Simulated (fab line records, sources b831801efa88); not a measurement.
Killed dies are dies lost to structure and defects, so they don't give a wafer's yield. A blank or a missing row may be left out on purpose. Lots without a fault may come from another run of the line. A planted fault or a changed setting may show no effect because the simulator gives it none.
Tool commonality check | flow gf180mcu | 11 lots, 33 wafers sampled

WHY IT WAS OPENED
At GF_MVPSD_TW_MEAS_11 the reading MVPSD_TW is flagged on 2 of 11 lots. Wafers without a fault read 551, standard deviation 3.
Rule: a lot is flagged when every wafer of it that has a number lies more than 4 standard deviations from that mean, or none has a number. The other lots count as sound.

lot  | measured     | on            | MVPSD_TW, wafer by wafer | flag
L650 | day 5 10:08  | film_metro-02 | 545 544 542              |
L651 | day 5 15:47  | film_metro-04 | 744 745 740              | FLAGGED
L656 | day 6 21:04  | film_metro-04 | 749 747 748              | FLAGGED
L660 | day 7 20:09  | film_metro-04 | 551 554 550              |
L662 | day 8 07:52  | film_metro-04 | 551 551 550              |
L664 | day 9 04:33  | film_metro-04 | 554 552 554              |
L666 | day 9 10:27  | film_metro-01 | 556 553 556              |
L667 | day 9 15:19  | film_metro-02 | 549 550 546              |
L668 | day 10 01:05 | film_metro-04 | 551 554 549              |
L669 | day 10 05:02 | film_metro-01 | 554 556 557              |
L671 | day 10 18:57 | film_metro-02 | 554 551 552              |
The numbers of the flagged lots are 746 on average: +194 against the usual, or +65 standard deviations.

WHICH TOOL RAN EACH LOT
The record holds 3 process steps before the reading, out of a route of 602 steps. In each cell: the tool, then ch and the chambers that the sampled wafers went through, then the start.
lot  | flag    | GF_DNWELL_STRIP_08                  | GF_NWELL_STRIP_10                   | GF_MVPSD_IMPLANT_09
L650 |         | plasma_asher-03 ch 0,1, day 3 00:22 | plasma_asher-03 ch 0,1, day 3 13:59 | implanter-01 ch 0, day 5 09:54
L651 | FLAGGED | plasma_asher-02 ch 0,1, day 3 05:47 | plasma_asher-03 ch 0,1, day 3 19:44 | implanter-01 ch 0, day 5 15:33
L656 | FLAGGED | plasma_asher-02 ch 0,1, day 4 10:22 | plasma_asher-04 ch 0,1, day 5 00:22 | implanter-01 ch 0, day 6 20:49
L660 |         | plasma_asher-03 ch 0,1, day 5 05:56 | plasma_asher-03 ch 0,1, day 5 20:26 | implanter-02 ch 0, day 7 19:55
L662 |         | plasma_asher-04 ch 0,1, day 5 16:25 | plasma_asher-04 ch 0,1, day 6 07:26 | implanter-02 ch 0, day 8 07:38
L664 |         | plasma_asher-02 ch 0,1, day 6 09:31 | plasma_asher-03 ch 0,1, day 7 01:34 | implanter-04 ch 0, day 9 04:18
L666 |         | plasma_asher-04 ch 1, day 6 15:29   | plasma_asher-01 ch 0, day 7 07:26   | implanter-01 ch 0, day 9 10:12
L667 |         | plasma_asher-04 ch 0,1, day 6 18:51 | plasma_asher-01 ch 0,1, day 7 11:10 | implanter-02 ch 0, day 9 15:06
L668 |         | plasma_asher-02 ch 0,1, day 7 04:09 | plasma_asher-01 ch 0,1, day 7 20:07 | implanter-04 ch 0, day 10 00:51
L669 |         | plasma_asher-04 ch 0,1, day 7 08:41 | plasma_asher-01 ch 0,1, day 8 01:29 | implanter-01 ch 0, day 10 04:47
L671 |         | plasma_asher-03 ch 0,1, day 7 20:34 | plasma_asher-01 ch 0,1, day 8 13:28 | implanter-02 ch 0, day 10 18:42
What these steps do:
- GF_DNWELL_STRIP_08: strips in O2/N2.
- GF_NWELL_STRIP_10: strips in O2/N2.
- GF_MVPSD_IMPLANT_09
- GF_MVPSD_TW_MEAS_11

FLAGGED OVER TOTAL, TOOL BY TOOL (the gauges that took the reading come last)
step                | tool            | lots run | flagged | share of the flagged lots | sound lots run after its first flagged lot
GF_DNWELL_STRIP_08  | plasma_asher-02 | 4        | 2       | all                       | 2 (L664,L668)
GF_DNWELL_STRIP_08  | plasma_asher-03 | 3        | 0       | none                      | -
GF_DNWELL_STRIP_08  | plasma_asher-04 | 4        | 0       | none                      | -
GF_NWELL_STRIP_10   | plasma_asher-01 | 5        | 0       | none                      | -
GF_NWELL_STRIP_10   | plasma_asher-03 | 4        | 1       | some                      | 2 (L660,L664)
GF_NWELL_STRIP_10   | plasma_asher-04 | 2        | 1       | some                      | 1 (L662)
GF_MVPSD_IMPLANT_09 | implanter-01    | 5        | 2       | all                       | 2 (L666,L669)
GF_MVPSD_IMPLANT_09 | implanter-02    | 4        | 0       | none                      | -
GF_MVPSD_IMPLANT_09 | implanter-04    | 2        | 0       | none                      | -
GF_MVPSD_TW_MEAS_11 | film_metro-01   | 2        | 0       | none                      | -
GF_MVPSD_TW_MEAS_11 | film_metro-02   | 3        | 0       | none                      | -
GF_MVPSD_TW_MEAS_11 | film_metro-04   | 6        | 2       | all                       | 4 (L660,L662,L664,L668)

WHAT THE TABLE ALLOWS
3 rows of the table ran every flagged lot: plasma_asher-02 at GF_DNWELL_STRIP_08, implanter-01 at GF_MVPSD_IMPLANT_09, film_metro-04 at GF_MVPSD_TW_MEAS_11.
- plasma_asher-02 at GF_DNWELL_STRIP_08: 2 of its 4 lots flagged. Sound lots ran on it after the first flagged one (L664, L668), which a lasting fault on the whole tool wouldn't allow.
- implanter-01 at GF_MVPSD_IMPLANT_09: 2 of its 5 lots flagged. Sound lots ran on it after the first flagged one (L666, L669), which a lasting fault on the whole tool wouldn't allow. Its own readings lie more than 4 standard deviations out on every wafer of the flagged lots: dose_ions_cm2, faraday_current_uA.
- film_metro-04 at GF_MVPSD_TW_MEAS_11: 2 of its 6 lots flagged. Sound lots ran on it after the first flagged one (L660, L662, L664, L668), which a lasting fault on the whole tool wouldn't allow.
No row of the table ran every flagged lot and no sound lot after the first.

WHAT THE SIMULATOR HAD PUT IN
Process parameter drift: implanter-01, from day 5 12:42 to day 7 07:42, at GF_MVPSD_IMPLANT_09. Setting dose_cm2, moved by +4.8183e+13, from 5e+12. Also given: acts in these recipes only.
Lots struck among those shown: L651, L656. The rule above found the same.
